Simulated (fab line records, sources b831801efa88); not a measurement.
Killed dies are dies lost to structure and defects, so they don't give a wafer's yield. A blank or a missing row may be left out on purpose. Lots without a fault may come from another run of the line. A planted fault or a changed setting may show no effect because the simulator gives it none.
fab line records | flow gf180mcu
record lots=5 wafers=15 last_day=34
route steps=602 shown MIM@520 M5@526 V5@540
lots that met no fault: from a run of the same line without faults
start_h: hours from the record's first day to the start of the lot's first wafer shown | wait_h: hours since the lot's step before | " the same as in the row above | L1.1+2: a row that stands for several wafers | - no value, or no start given | * or withheld: withheld | < > ~ a bound
route shown NAME@n: a module of which the file shows steps, and the number in the route of the first | usual: mean/standard deviation of fault-free wafers | same: alike in all rows | chamber/n: place in a boat | sites: the reading at each site | _std_site: their standard deviation | _edge_site: outer sites' mean less inner sites' | radius_mm: how far each site lies from the wafer's centre | mask NAME#n: copy n | behind: the tool/chamber that last shaped the wafer | hold: why the lot was held/for how many hours/how that ended | device: the transistor (n, p or np) that didn't switch | end of line: the same wafers' tests at the end of the route | a step without rows: its recipe alone | killed: dies lost to structure and defects at the first sort, not the wafer's yield | map: a wafer's dies, x killed, . not, _ none there
set.NAME: the setting as run; set.NAME@STEP: as run at that earlier step | model.NAME: the simulator's own value behind a step, which no gauge read
lots at some steps of the route; a table a step, a row a wafer
services: from which hour (start_h, from the record's first day; less than 0 if before it) a tool's chamber was out of use, for how many hours, and why
## steps
# step GF_MIM_PEB_17
# recipe temp_c=withheld time_s=* resist=NOVOLAK
# columns lot.wafer tool chamber start_h wait_h
L079.1+3+5 litho_track-01 0 - -
L080.1+5+6 litho_track-01 0 - -
L088.1+4+6 litho_track-01 0 - -
L095.2+3+6 litho_track-02 0 - -
L097.2+3+4 litho_track-02 0 - -
# step GF_MIM_DEVELOP_18
# recipe develop_time_s=60 dev_temp_c=23
# columns lot.wafer tool chamber start_h wait_h
L079.1+3+5 litho_track-01 0 628.07 0.1
L080.1+5+6 litho_track-01 0 631.37 0.1
L088.1+4+6 litho_track-01 0 698.72 0.1
L095.2+3+6 litho_track-02 0 734.89 0.1
L097.2+3+4 litho_track-02 0 743.39 0.1
# step GF_MIM_METAL_ETCH_19
# recipe chemistry=Cl2/BCl3 mask_material=NOVOLAK stop_on=Si3N4 target_depth_nm=324.5 pressure_mtorr=8 icp_w=800 bias_w=140 Cl2_flow_sccm=80 bcl3_flow_sccm=40 time_s=54.1
# usual drypump_motor_current_A=5.9/0.39 mfc_cl2_sccm=80.08/0.23 oes_product_au=0.940/0.0058 throttle_valve_pct=28.285/0.01
# columns lot.wafer tool chamber start_h wait_h drypump_motor_current_A mfc_cl2_sccm oes_product_au rf_hours_counter_h throttle_valve_pct
L079.1 rie_metal-04 1 628.22 0.1 6.5 80.33 0.932 4 28.288
L079.3 " 1 " " 6.6 79.78 0.926 - 28.302
L079.5 " 1 " " 6.5 80.27 0.935 - 28.268
L080.1 rie_metal-01 1 631.52 0.1 6.0 80.04 0.935 1 28.308
L080.5 " 0 " " 5.3 80.21 0.944 - 28.303
L080.6 " 1 " " 6.0 80.65 0.931 - 28.301
L088.1 rie_metal-04 0 698.87 0.1 5.6 80.22 0.945 2 28.278
L088.4 " 1 " " 6.5 80.26 0.953 - 28.266
L088.6 " 1 " " 6.5 79.88 0.938 - 28.282
L095.2 rie_metal-04 1 735.02 0.1 6.6 80.12 0.937 7 28.271
L095.3 " 0 " " 5.7 79.91 0.943 - 28.280
L095.6 " 1 " " 6.6 80.01 0.948 - 28.280
L097.2 rie_metal-03 1 743.52 0.1 5.6 80.00 0.927 13 28.289
L097.3 " 0 " " 6.1 80.08 0.933 - 28.296
L097.4 " 1 " " 5.6 79.95 0.943 - 28.277
# step GF_MIM_STRIP_20
# recipe chemistry=O2/N2 power_w=1400 pressure_mtorr=1500 platen_temp_c=250 o2_flow_sccm=3000 n2_flow_sccm=300 overash_fraction=0.5
# usual drypump_motor_current_A=5.7/0.39 heater_power_w=357/39 oes_product_au=0.692/0.0047 strip_time_to_endpoint_s=11.22/0.041
# columns lot.wafer tool chamber start_h wait_h drypump_motor_current_A heater_power_w oes_product_au rf_hours_counter_h strip_time_to_endpoint_s
L079.1 plasma_asher-02 0 628.36 0.1 5.6 319 0.699 92 11.23
L079.3 " 0 " " 5.6 315 0.692 - 11.19
L079.5 " 1 " " 6.0 360 0.695 - 11.21
L080.1 plasma_asher-02 1 631.59 0.0 6.0 349 0.686 93 11.16
L080.5 " 0 " " 5.6 307 0.686 - 11.14
L080.6 " 1 " " 6.0 344 0.694 - 11.21
L088.1 plasma_asher-03 0 698.94 0.0 6.4 363 0.689 60 11.12
L088.4 " 0 " " 6.4 350 0.694 - 11.16
L088.6 " 1 " " 5.6 312 0.689 - 11.14
L095.2 plasma_asher-02 0 735.09 0.0 5.6 318 0.690 103 11.24
L095.3 " 1 " " 6.0 348 0.701 - 11.29
L095.6 " 1 " " 6.0 352 0.694 - 11.25
L097.2 plasma_asher-04 0 743.59 0.0 5.2 409 0.696 0 11.33
L097.3 " 0 " " 5.2 405 0.703 - 11.31
L097.4 " 1 " " 5.7 375 0.692 - 11.26
# step GF_MIM_STRIP_21
# recipe chemistry=post_etch_residue_remover time_s=1200 temp_c=72.5
# columns lot.wafer tool chamber start_h wait_h
L079.1+3+5 wet_bench-04 2 628.46 0.1
L080.1+5+6 wet_bench-01 2 631.69 0.1
L088.1+4+6 wet_bench-04 1 699.04 0.1
L095.2+3+6 wet_bench-04 2 735.19 0.1
L097.2+3+4 wet_bench-01 3 743.69 0.1
# step GF_MIM_CLEAN_22
# recipe chemistry=DIW dry=n2_spin
# columns lot.wafer tool chamber start_h wait_h
L079.1+3+5 wet_bench-01 3 628.80 0.0
L080.1+5+6 wet_bench-02 1 632.03 0.0
L088.1+4+6 wet_bench-01 1 699.45 0.0
L095.2+3+6 wet_bench-02 3 735.53 0.0
L097.2+3+4 wet_bench-02 3 744.03 0.0
# step GF_M5_DEHYDRATE_00
# recipe temp_c=200 time_s=60
# columns lot.wafer tool chamber start_h wait_h
L079.1+3+5 litho_track-01 0 637.62 8.7
L080.1+5+6 litho_track-03 0 641.18 9.1
L088.1+4+6 litho_track-03 0 707.78 8.2
L095.2+3+6 litho_track-04 0 743.11 7.5
L097.2+3+4 litho_track-01 0 751.09 7.0
# step GF_M5_HMDS_01
# recipe prime_time_s=60 prime_temp_c=120
# columns lot.wafer tool chamber start_h wait_h
L079.1+3+5 litho_track-01 0 637.77 0.1
L080.1+5+6 litho_track-03 0 641.33 0.1
L088.1+4+6 litho_track-03 0 707.93 0.1
L095.2+3+6 litho_track-04 0 743.26 0.1
L097.2+3+4 litho_track-01 0 751.24 0.1
# step GF_M5_COAT_02
# recipe resist=KrF spin_rpm=withheld resist_thk_nm=1000
# columns lot.wafer tool chamber start_h wait_h
L079.1+3+5 litho_track-01 0 637.92 0.1
L080.1+5+6 litho_track-03 0 641.48 0.1
L088.1+4+6 litho_track-03 0 708.08 0.1
L095.2+3+6 litho_track-04 0 743.41 0.1
L097.2+3+4 litho_track-01 0 751.39 0.1
# step GF_M5_SOFTBAKE_03
# recipe temp_c=130 time_s=60 resist=KrF
# columns lot.wafer tool chamber start_h wait_h
L079.1+3+5 litho_track-01 0 638.07 0.1
L080.1+5+6 litho_track-03 0 641.63 0.1
L088.1+4+6 litho_track-03 0 708.23 0.1
L095.2+3+6 litho_track-04 0 743.56 0.1
L097.2+3+4 litho_track-01 0 751.54 0.1
# step GF_M5_EXPOSE_04
# recipe mask_id=Metal5 target_cd_nm=280 na=0.68 source_shape=conventional sigma_outer=0.6 dose_mj=28
# usual reticle_temp_C=22.99/0.12
# columns lot.wafer tool chamber start_h wait_h mask reticle_temp_C
L079.1 krf_scanner-02 0 - - Metal5#0 23.03
L079.3 " 0 " " Metal5#0 23.01
L079.5 " 0 " " Metal5#0 22.83
L080.1 krf_scanner-02 0 - - Metal5#0 22.98
L080.5 " 0 " " Metal5#0 23.06
L080.6 " 0 " " Metal5#0 23.11
L088.1 krf_scanner-02 0 - - Metal5#0 23.04
L088.4 " 0 " " Metal5#0 22.84
L088.6 " 0 " " Metal5#0 22.94
L095.2 krf_scanner-01 0 - - Metal5#0 22.93
L095.3 " 0 " " Metal5#0 23.02
L095.6 " 0 " " Metal5#0 23.00
L097.2 krf_scanner-02 0 - - Metal5#0 23.18
L097.3 " 0 " " Metal5#0 23.10
L097.4 " 0 " " Metal5#0 23.04
# step GF_M5_PEB_05
# recipe peb_temp_c=135 peb_time_s=90 resist=KrF
# columns lot.wafer tool chamber start_h wait_h
L079.1+3+5 litho_track-01 0 - -
L080.1+5+6 litho_track-01 0 - -
L088.1+4+6 litho_track-03 0 - -
L095.2+3+6 litho_track-01 0 - -
L097.2+3+4 litho_track-04 0 - -
# step GF_M5_DEVELOP_06
# recipe develop_time_s=60 dev_temp_c=21
# columns lot.wafer tool chamber start_h wait_h
L079.1+3+5 litho_track-01 0 647.57 0.2
L080.1+5+6 litho_track-01 0 651.27 0.2
L088.1+4+6 litho_track-03 0 717.18 0.2
L095.2+3+6 litho_track-01 0 750.94 0.2
L097.2+3+4 litho_track-04 0 760.01 0.2
# step GF_M5_CD_MEAS_07
# recipe target_cd_nm=280
# usual cd_nm=279.9/1.2
# columns lot.wafer tool chamber start_h wait_h cd_nm
L079.1 cd_sem-01 - 647.72 0.1 278.6
L079.3 " - " " 277.5
L079.5 " - " " 278.0
L080.1 cd_sem-02 - 651.42 0.1 279.5
L080.5 " - " " 278.3
L080.6 " - " " 278.6
L088.1 cd_sem-02 - 717.33 0.1 282.0
L088.4 " - " " 281.4
L088.6 " - " " 281.5
L095.2 cd_sem-02 - 751.09 0.1 279.8
L095.3 " - " " 280.9
L095.6 " - " " 280.6
L097.2 cd_sem-01 - 760.15 0.1 282.1
L097.3 " - " " 282.2
L097.4 " - " " 282.7
# step GF_M5_OVL_MEAS_08
# usual M5_OVL=3/6.1
# columns lot.wafer tool chamber start_h wait_h M5_OVL[nm]
L079.1 overlay-01 - 647.84 0.1 1
L079.3 " - " " -1
L079.5 " - " " 2
L080.1 overlay-02 - 651.54 0.1 -10
L080.5 " - " " 1
L080.6 " - " " 2
L088.1 overlay-01 - 717.45 0.1 -4
L088.4 " - " " -6
L088.6 " - " " -1
L095.2 overlay-02 - 751.20 0.1 11
L095.3 " - " " 4
L095.6 " - " " 5
L097.2 overlay-01 - 760.26 0.1 3
L097.3 " - " " 1
L097.4 " - " " 2
# step GF_M5_ETCH_09
# recipe chemistry=CF4/O2 target=Si3N4 target_depth_nm=52 source_w=800 bias_w=150 pressure_mtorr=150 cf4_flow_sccm=80 O2_flow_sccm=10 time_s=11.6
# usual cf4_flow_sccm=80.01/0.25 drypump_motor_current_A=5.6/0.43 oes_product_au=0.999/0.012 throttle_valve_pct=5.969/0.01
# columns lot.wafer tool chamber start_h wait_h cf4_flow_sccm drypump_motor_current_A oes_product_au rf_hours_counter_h throttle_valve_pct
L079.1 rie_diel-04 2 647.88 0.0 80.41 6.0 1.017 25 5.968
L079.3 " 3 " " 80.26 4.9 0.987 14 5.962
L079.5 " 0 " " 80.30 6.4 1.001 - 5.967
L080.1 rie_diel-01 3 651.58 0.0 80.63 5.5 1.017 5 5.978
L080.5 " 1 " " 80.11 5.5 0.993 - 5.972
L080.6 " 0 " " 79.99 5.8 0.995 - 5.971
L088.1 rie_diel-01 1 717.49 0.0 79.90 5.5 0.984 13 5.962
L088.4 " 0 " " 80.30 5.9 1.003 47 5.978
L088.6 " 3 " " 79.83 5.5 1.014 - 5.984
L095.2 rie_diel-01 1 751.23 0.0 80.16 5.5 0.986 14 5.960
L095.3 " 3 " " 79.95 5.5 1.017 9 5.981
L095.6 " 3 " " 80.02 5.5 1.016 - 5.960
L097.2 rie_diel-04 1 760.29 0.0 80.36 5.9 0.996 18 5.978
L097.3 " 0 " " 79.70 6.4 0.997 10 5.969
L097.4 " 3 " " 79.56 4.9 0.977 18 5.963
# step GF_M5_METAL_ETCH_10
# recipe chemistry=Cl2/BCl3 mask_material=KrF target_depth_nm=627.5 stop_on=SiO2 pressure_mtorr=8 icp_w=800 bias_w=140 Cl2_flow_sccm=80 bcl3_flow_sccm=40 time_s=104.6
# usual drypump_motor_current_A=5.8/0.49 mfc_cl2_sccm=79.97/0.26 oes_product_au=0.973/0.0066 throttle_valve_pct=28.248/0.01
# columns lot.wafer tool chamber start_h wait_h drypump_motor_current_A mfc_cl2_sccm oes_product_au rf_hours_counter_h throttle_valve_pct
L079.1 rie_metal-04 1 647.90 0.0 6.6 80.25 0.962 4.5 28.260
L079.3 " 0 " " 5.6 80.37 0.965 - 28.258
L079.5 " 1 " " 6.5 79.87 0.964 - 28.250
L080.1 rie_metal-04 0 651.60 0.0 5.7 80.34 0.963 0.3 28.260
L080.5 " 1 " " 6.5 79.71 0.988 - 28.233
L080.6 " 0 " " 5.6 79.96 0.970 - 28.242
L088.1 rie_metal-02 0 717.51 0.0 5.8 79.55 0.969 7.8 28.244
L088.4 " 0 " " 5.9 80.25 0.960 - 28.262
L088.6 " 0 " " 5.9 79.77 0.960 - 28.246
L095.2 rie_metal-04 0 751.25 0.0 5.7 79.99 0.968 3.8 28.265
L095.3 " 0 " " 5.6 79.89 0.959 - 28.253
L095.6 " 0 " " 5.6 79.58 0.965 - 28.247
L097.2 rie_metal-02 1 760.31 0.0 5.1 80.00 0.967 9.4 28.251
L097.3 " 1 " " 5.1 79.79 0.974 - 28.267
L097.4 " 0 " " 5.8 79.77 0.961 - 28.260
# step GF_M5_STRIP_11
# recipe chemistry=O2/N2 power_w=1400 pressure_mtorr=1500 platen_temp_c=250 o2_flow_sccm=3000 n2_flow_sccm=300 overash_fraction=0.5
# usual drypump_motor_current_A=5.8/0.45 heater_power_w=366/45 oes_product_au=0.543/0.0055 strip_time_to_endpoint_s=7.54/0.042
# columns lot.wafer tool chamber start_h wait_h drypump_motor_current_A heater_power_w oes_product_au rf_hours_counter_h strip_time_to_endpoint_s
L079.1 plasma_asher-03 1 648.01 0.1 5.6 305 0.533 54 7.51
L079.3 " 0 " " 6.4 357 0.539 - 7.58
L079.5 " 1 " " 5.6 309 0.544 - 7.53
L080.1 plasma_asher-04 1 651.71 0.1 5.7 383 0.551 105 7.60
L080.5 " 1 " " 5.8 377 0.532 - 7.46
L080.6 " 0 " " 5.1 422 0.546 - 7.51
L088.1 plasma_asher-04 1 717.66 0.1 5.8 382 0.542 113 7.51
L088.4 " 0 " " 5.2 418 0.540 - 7.52
L088.6 " 1 " " 5.7 375 0.542 - 7.50
L095.2 plasma_asher-03 0 751.36 0.1 6.4 357 0.562 66 7.66
L095.3 " 0 " " 6.4 359 0.552 - 7.60
L095.6 " 0 " " 6.4 349 0.548 - 7.61
L097.2 plasma_asher-04 1 760.42 0.1 5.7 384 0.548 2 7.50
L097.3 " 0 " " 5.2 407 0.540 - 7.53
L097.4 " 1 " " 5.7 381 0.527 - 7.50
# step GF_M5_STRIP_12
# recipe chemistry=post_etch_residue_remover time_s=1200 temp_c=72.5
# columns lot.wafer tool chamber start_h wait_h
L079.1+3+5 wet_bench-01 3 648.11 0.1
L080.1+5+6 wet_bench-04 2 651.81 0.1
L088.1+4+6 wet_bench-04 2 717.76 0.1
L095.2+3+6 wet_bench-01 1 751.46 0.1
L097.2+3+4 wet_bench-01 2 760.52 0.1
# step GF_M5_CLEAN_13
# recipe chemistry=DIW dry=n2_spin
# columns lot.wafer tool chamber start_h wait_h
L079.1+3+5 wet_bench-04 2 648.45 0.0
L080.1+5+6 wet_bench-03 2 652.15 0.0
L088.1+4+6 wet_bench-01 2 718.13 0.0
L095.2+3+6 wet_bench-03 1 751.80 0.0
L097.2+3+4 wet_bench-03 1 760.86 0.0
# step GF_V5_CVD_00
# recipe material=SiO2 target_thk_nm=300 sigma_open_frac=0.3 temp_c=400 time_s=50 sih4_flow_sccm=60 pressure_mtorr=6
# usual sih4_flow_sccm=60.00/0.17
# columns lot.wafer tool chamber start_h wait_h sih4_flow_sccm
L079.1 hdpcvd-01 0 648.55 0.0 60.31
L079.3 " 2 " " 59.77
L079.5 " 1 " " 59.91
L080.1 hdpcvd-02 2 652.25 0.0 60.03
L080.5 " 0 " " 59.81
L080.6 " 1 " " 59.82
L088.1 hdpcvd-01 1 718.22 0.0 59.93
L088.4 " 1 " " 59.86
L088.6 " 1 " " 59.90
L095.2 hdpcvd-01 1 751.90 0.0 59.78
L095.3 " 2 " " 60.01
L095.6 " 1 " " 60.04
L097.2 hdpcvd-02 1 760.95 0.0 60.14
L097.3 " 2 " " 59.96
L097.4 " 0 " " 59.87
# step GF_V5_THK_MEAS_01
# recipe reads=SiO2_of_V5_CVD_00
# usual V5_CVD_00_THK=298/4.6
# columns lot.wafer tool chamber start_h wait_h V5_CVD_00_THK[nm]
L079.1 film_metro-01 - 648.59 0.0 296
L079.3 " - " " 295
L079.5 " - " " 298
L080.1 film_metro-01 - 652.30 0.0 302
L080.5 " - " " 294
L080.6 " - " " 295
L088.1 film_metro-04 - 718.29 0.0 306
L088.4 " - " " 302
L088.6 " - " " 303
L095.2 film_metro-02 - 751.96 0.0 302
L095.3 " - " " 303
L095.6 " - " " 302
L097.2 film_metro-01 - 761.01 0.0 289
L097.3 " - " " 299
L097.4 " - " " 294
# step GF_V5_CVD_02
# recipe material=SiO2 target_thk_nm=1450 precursor=TEOS temp_c=400 time_s=163.28 rf_w=600
# usual heater_power_w=626/90
# columns lot.wafer tool chamber start_h wait_h heater_power_w
L079.1 pecvd-01 1 648.65 0.1 615
L079.3 " 0 " " 576
L079.5 " 0 " " 630
L080.1 pecvd-02 0 652.36 0.1 839
L080.5 " 1 " " 744
L080.6 " 2 " " 625
L088.1 pecvd-01 2 718.35 0.1 647
L088.4 " 2 " " 513
L088.6 " 1 " " 532
L095.2 pecvd-01 2 752.01 0.0 552
L095.3 " 1 " " 653
L095.6 " 2 " " 624
L097.2 pecvd-03 1 761.06 0.0 750
L097.3 " 0 " " 652
L097.4 " 2 " " 702
# step GF_V5_THK_MEAS_03
# recipe reads=SiO2_of_V5_CVD_02
# usual V5_CVD_02_THK=1446/20
# columns lot.wafer tool chamber start_h wait_h V5_CVD_02_THK[nm]
L079.1 film_metro-01 - 648.76 0.1 1426
L079.3 " - " " 1406
L079.5 " - " " 1437
L080.1 film_metro-02 - 652.47 0.1 1435
L080.5 " - " " 1452
L080.6 " - " " 1437
L088.1 film_metro-02 - 718.46 0.1 1472
L088.4 " - " " 1460
L088.6 " - " " 1462
L095.2 film_metro-02 - 752.12 0.1 1449
L095.3 " - " " 1438
L095.6 " - " " 1469
L097.2 film_metro-04 - 761.18 0.1 1441
L097.3 " - " " 1442
L097.4 " - " " 1456
# step GF_V5_CMP_04
# recipe material=SiO2 down_force_psi=4 platen_rpm=60 pad_velocity_m_s=0.94248
# usual head_pressure_psi=4.000/0.0081 motor_current_A=12.0/1.7
# columns lot.wafer tool chamber start_h wait_h head_pressure_psi motor_current_A
L079.1 cmp-01 3 648.82 0.1 4.005 14.4
L079.3 " 0 " " 4.005 10.9
L079.5 " 0 " " 4.011 10.6
L080.1 cmp-02 3 652.68 0.2 3.994 10.1
L080.5 " 0 " " 4.009 10.5
L080.6 " 1 " " 4.002 11.9
L088.1 cmp-01 1 718.52 0.1 3.987 10.6
L088.4 " 0 " " 4.012 11.3
L088.6 " 1 " " 4.002 10.1
L095.2 cmp-02 1 752.17 0.0 4.004 11.5
L095.3 " 2 " " 3.994 13.0
L095.6 " 2 " " 3.986 13.6
L097.4 cmp-02 2 761.37 0.2 3.999 13.6
L097.3 " 3 " " 3.990 9.7
L097.2 " 0 " " 3.995 10.4
# step GF_V5_BOW_MEAS_05
# recipe mode=bow
# usual V5_BOW=133/10
# columns lot.wafer tool chamber start_h wait_h V5_BOW[um]
L079.1 film_metro-02 - 649.12 0.2 147
L079.3 " - " " 158
L079.5 " - " " 145
L080.1 film_metro-02 - 652.83 0.1 141
L080.5 " - " " 141
L080.6 " - " " 146
L088.1 film_metro-02 - 718.82 0.2 116
L088.4 " - " " 115
L088.6 " - " " 109
L095.2 film_metro-04 - 752.49 0.3 129
L095.3 " - " " 129
L095.6 " - " " 148
L097.2 film_metro-02 - 761.64 0.1 136
L097.3 " - " " 127
L097.4 " - " " 126
# step GF_V5_DEHYDRATE_06
# recipe temp_c=200 time_s=60
# columns lot.wafer tool chamber start_h wait_h
L079.1+3+5 litho_track-01 0 658.22 9.1
L080.1+5+6 litho_track-01 0 661.97 9.1
L088.1+4+6 litho_track-03 0 727.03 8.2
L095.2+3+6 litho_track-01 0 760.79 8.3
L097.2+3+4 litho_track-02 0 768.84 7.2
# step GF_V5_HMDS_07
# recipe prime_time_s=60 prime_temp_c=120
# columns lot.wafer tool chamber start_h wait_h
L079.1+3+5 litho_track-01 0 658.37 0.1
L080.1+5+6 litho_track-01 0 662.12 0.1
L088.1+4+6 litho_track-03 0 727.18 0.1
L095.2+3+6 litho_track-01 0 760.94 0.1
L097.2+3+4 litho_track-02 0 768.99 0.1
# step GF_V5_COAT_08
# recipe resist=BARC temp_c=withheld time_s=withheld spin_rpm=withheld resist_thk_nm=withheld
# columns lot.wafer tool chamber start_h wait_h
L079.1+3+5 litho_track-01 0 658.52 0.1
L080.1+5+6 litho_track-01 0 662.27 0.1
L088.1+4+6 litho_track-03 0 727.33 0.1
L095.2+3+6 litho_track-01 0 761.09 0.1
L097.2+3+4 litho_track-02 0 769.14 0.1
# step GF_V5_COAT_09
# recipe resist=KrF spin_rpm=withheld resist_thk_nm=1000
# columns lot.wafer tool chamber start_h wait_h
L079.1+3+5 litho_track-01 0 - -
L080.1+5+6 litho_track-01 0 - -
L088.1+4+6 litho_track-03 0 - -
L095.2+3+6 litho_track-01 0 - -
L097.2+3+4 litho_track-02 0 - -
# step GF_V5_SOFTBAKE_10
# recipe temp_c=130 time_s=60 resist=KrF
# columns lot.wafer tool chamber start_h wait_h
L079.1+3+5 litho_track-01 0 - -
L080.1+5+6 litho_track-01 0 - -
L088.1+4+6 litho_track-03 0 - -
L095.2+3+6 litho_track-01 0 - -
L097.2+3+4 litho_track-02 0 - -
# step GF_V5_EXPOSE_11
# recipe mask_id=Via5 target_cd_nm=260 na=0.68 source_shape=conventional sigma_outer=0.6 dose_mj=38
# usual reticle_temp_C=22.99/0.11
# columns lot.wafer tool chamber start_h wait_h mask reticle_temp_C
L079.1 krf_scanner-02 0 - - Via5#0 23.20
L079.3 " 0 " " Via5#0 23.10
L079.5 " 0 " " Via5#0 23.25
L080.1 krf_scanner-02 0 - - Via5#0 22.94
L080.5 " 0 " " Via5#0 22.93
L080.6 " 0 " " Via5#0 22.75
L088.1 krf_scanner-02 0 - - Via5#0 22.93
L088.4 " 0 " " Via5#0 23.11
L088.6 " 0 " " Via5#0 22.91
L095.2 krf_scanner-01 0 - - Via5#0 23.01
L095.3 " 0 " " Via5#0 23.03
L095.6 " 0 " " Via5#0 22.95
L097.2 krf_scanner-01 0 - - Via5#0 23.02
L097.3 " 0 " " Via5#0 22.99
L097.4 " 0 " " Via5#0 22.98
# step GF_V5_PEB_12
# recipe peb_temp_c=135 peb_time_s=90 resist=KrF
# columns lot.wafer tool chamber start_h wait_h
L079.1+3+5 litho_track-01 0 - -
L080.1+5+6 litho_track-02 0 - -
L088.1+4+6 litho_track-02 0 - -
L095.2+3+6 litho_track-02 0 - -
L097.2+3+4 litho_track-01 0 - -
# step GF_V5_DEVELOP_13
# recipe develop_time_s=60 resist=KrF dev_temp_c=21
# columns lot.wafer tool chamber start_h wait_h
L079.1+3+5 litho_track-01 0 668.87 0.2
L080.1+5+6 litho_track-02 0 671.67 0.2
L088.1+4+6 litho_track-02 0 736.17 0.2
L095.2+3+6 litho_track-02 0 768.69 0.2
L097.2+3+4 litho_track-01 0 777.54 0.2
# step GF_V5_CD_MEAS_14
# recipe target_cd_nm=260
# usual cd_nm=260.1/1.3
# columns lot.wafer tool chamber start_h wait_h cd_nm
L079.1 cd_sem-02 - 669.02 0.1 262.0
L079.3 " - " " 261.7
L079.5 " - " " 261.1
L080.1 cd_sem-02 - 671.82 0.1 259.8
L080.5 " - " " 260.4
L080.6 " - " " 261.0
L088.1 cd_sem-02 - 736.32 0.1 260.6
L088.4 " - " " 258.8
L088.6 " - " " 258.1
L095.2 cd_sem-02 - 768.84 0.1 259.9
L095.3 " - " " 259.1
L095.6 " - " " 259.2
L097.2 cd_sem-01 - 777.69 0.1 260.4
L097.3 " - " " 260.9
L097.4 " - " " 260.2
# step GF_V5_OVL_MEAS_15
# usual V5_OVL=1/5.6
# columns lot.wafer tool chamber start_h wait_h V5_OVL[nm]
L079.1 overlay-01 - 669.14 0.1 -1
L079.3 " - " " 2
L079.5 " - " " -1
L080.1 overlay-02 - 671.94 0.1 -2
L080.5 " - " " -7
L080.6 " - " " 1
L088.1 overlay-01 - 736.44 0.1 4
L088.4 " - " " 3
L088.6 " - " " 3
L095.2 overlay-02 - 768.94 0.1 1
L095.3 " - " " -5
L095.6 " - " " 4
L097.2 overlay-01 - 777.79 0.1 -2
L097.3 " - " " -6
L097.4 " - " " -1
# step GF_V5_ETCH_16
# recipe chemistry=N2/H2 target_depth_a=withheld overetch_a=withheld time_s=withheld target=BARC ion_energy_ev=200 source_w=500 bias_w=100 pressure_mtorr=30 n2_flow_sccm=100 h2_flow_sccm=200
# usual drypump_motor_current_A=5.7/0.35 oes_product_au=0.854/0.005 throttle_valve_pct=13.225/0.0091
# columns lot.wafer tool chamber start_h wait_h drypump_motor_current_A oes_product_au throttle_valve_pct
L079.1 rie_diel-03 2 669.18 0.0 5.9 0.855 13.233
L079.3 " 3 " " 5.5 0.851 13.218
L079.5 " 1 " " 5.5 0.853 13.237
L080.1 rie_diel-01 1 671.97 0.0 5.5 0.856 13.233
L080.5 " 0 " " 5.9 0.856 13.223
L080.6 " 3 " " 5.5 0.866 13.225
L088.1 rie_diel-04 0 736.47 0.0 6.4 0.859 13.241
L088.4 " 2 " " 6.0 0.867 13.215
L088.6 " 2 " " 5.9 0.859 13.227
L095.2 rie_diel-01 3 768.97 0.0 5.5 0.860 13.227
L095.3 " 1 " " 5.5 0.863 13.224
L095.6 " 3 " " 5.5 0.850 13.214
L097.2 rie_diel-01 1 777.82 0.0 5.5 0.856 13.218
L097.3 " 3 " " 5.5 0.861 13.214
L097.4 " 3 " " 5.5 0.854 13.229
# step GF_V5_ETCH_17
# recipe chemistry=C4F8/O2/Ar mask_material=KrF target=SiO2 stop_on=TiN source_w=1500 bias_w=1200 pressure_mtorr=40 c4f8_flow_sccm=withheld O2_flow_sccm=6 Ar_flow_sccm=300 time_s=withheld target_depth_a=8550
# usual oes_product_au=0.860/0.004
# columns lot.wafer tool chamber start_h wait_h oes_product_au
L079.1 rie_diel-03 2 - - 0.861
L079.3 " 3 " " 0.860
L079.5 " 1 " " 0.860
L080.1 rie_diel-01 1 - - 0.866
L080.5 " 0 " " 0.859
L080.6 " 3 " " 0.865
L088.1 rie_diel-04 0 - - 0.857
L088.4 " 2 " " 0.858
L088.6 " 2 " " 0.858
L095.2 rie_diel-01 3 - - 0.857
L095.3 " 1 " " 0.851
L095.6 " 3 " " 0.863
L097.2 rie_diel-01 1 - - 0.861
L097.3 " 3 " " 0.859
L097.4 " 3 " " 0.862
# step GF_V5_STRIP_18
# recipe chemistry=O2/N2 power_w=1400 pressure_mtorr=1500 platen_temp_c=250 o2_flow_sccm=3000 n2_flow_sccm=300 overash_fraction=0.5
# usual drypump_motor_current_A=6.0/0.34 heater_power_w=337/36 oes_product_au=0.569/0.0047
# columns lot.wafer tool chamber start_h wait_h drypump_motor_current_A heater_power_w oes_product_au rf_hours_counter_h
L079.1 plasma_asher-03 1 669.33 - 5.6 303 0.572 57
L079.3 " 0 " " 6.4 353 0.576 -
L079.5 " 0 " " 6.4 348 0.573 -
L080.1 plasma_asher-01 0 672.13 - 6.3 289 0.572 25
L080.5 " 0 " " 6.3 299 0.568 -
L080.6 " 1 " " 6.1 421 0.570 -
L088.1 plasma_asher-01 0 736.63 - 6.3 298 0.571 32
L088.4 " 1 " " 6.1 425 0.569 -
L088.6 " 1 " " 6.1 424 0.568 -
L095.2 plasma_asher-02 0 769.12 - 5.6 322 0.567 107
L095.3 " 1 " " 6.0 348 0.562 -
L095.6 " 0 " " 5.6 306 0.571 -
L097.2 plasma_asher-03 0 777.98 - 6.4 348 0.571 69
L097.3 " 0 " " 6.4 351 0.571 -
L097.4 " 1 " " 5.6 312 0.563 -
# step GF_V5_STRIP_19
# recipe chemistry=post_etch_residue_remover time_s=1200 temp_c=72.5
# columns lot.wafer tool chamber start_h wait_h
L079.1+3+5 wet_bench-04 0 669.43 0.1
L080.1+5+6 wet_bench-03 2 672.23 0.1
L088.1+4+6 wet_bench-02 3 736.73 0.1
L095.2+3+6 wet_bench-03 3 769.22 0.1
L097.2+3+4 wet_bench-02 0 778.13 0.1
# step GF_V5_CLEAN_20
# recipe chemistry=DIW dry=n2_spin
# columns lot.wafer tool chamber start_h wait_h
L079.1+3+5 wet_bench-02 0 669.77 0.0
L080.1+5+6 wet_bench-03 3 672.57 0.0
L088.1+4+6 wet_bench-03 2 737.07 0.0
L095.2+3+6 wet_bench-04 0 769.57 0.0
L097.2+3+4 wet_bench-04 3 778.47 0.0
## services
# columns tool chamber start_h hours kind
rie_diel-01 - 611.26 0.3 repair
rie_diel-01 3 613.10 7.8 repair
cmp-02 - 614.46 3.8 pm
cmp-02 - 618.27 14.7 pm
krf_scanner-02 - 627.44 1.3 pm
krf_scanner-01 - 628.74 0.8 pm
rie_diel-04 - 634.80 1.1 repair
cmp-02 - 636.52 5.0 repair
krf_scanner-01 - 646.21 1.3 pm
plasma_asher-02 - 669.04 13.1 repair
plasma_asher-02 - 680.14 0.6 repair
krf_scanner-02 - 683.68 0.8 pm
rie_diel-04 3 689.19 4.8 repair
rie_diel-04 1 696.48 23.8 repair
rie_diel-04 3 699.87 3.9 repair
rie_diel-01 1 704.10 7.6 repair
krf_scanner-02 - 717.49 1.0 pm
plasma_asher-04 - 733.75 9.0 pm
rie_diel-04 1 739.51 12.2 repair
rie_diel-01 2 752.35 2.7 repair
rie_diel-01 - 757.54 0.7 repair
krf_scanner-02 - 757.68 4.4 pm
rie_diel-04 2 767.26 5.3 repair
wet_bench-03 - 776.68 2.6 repair
## key
fault none
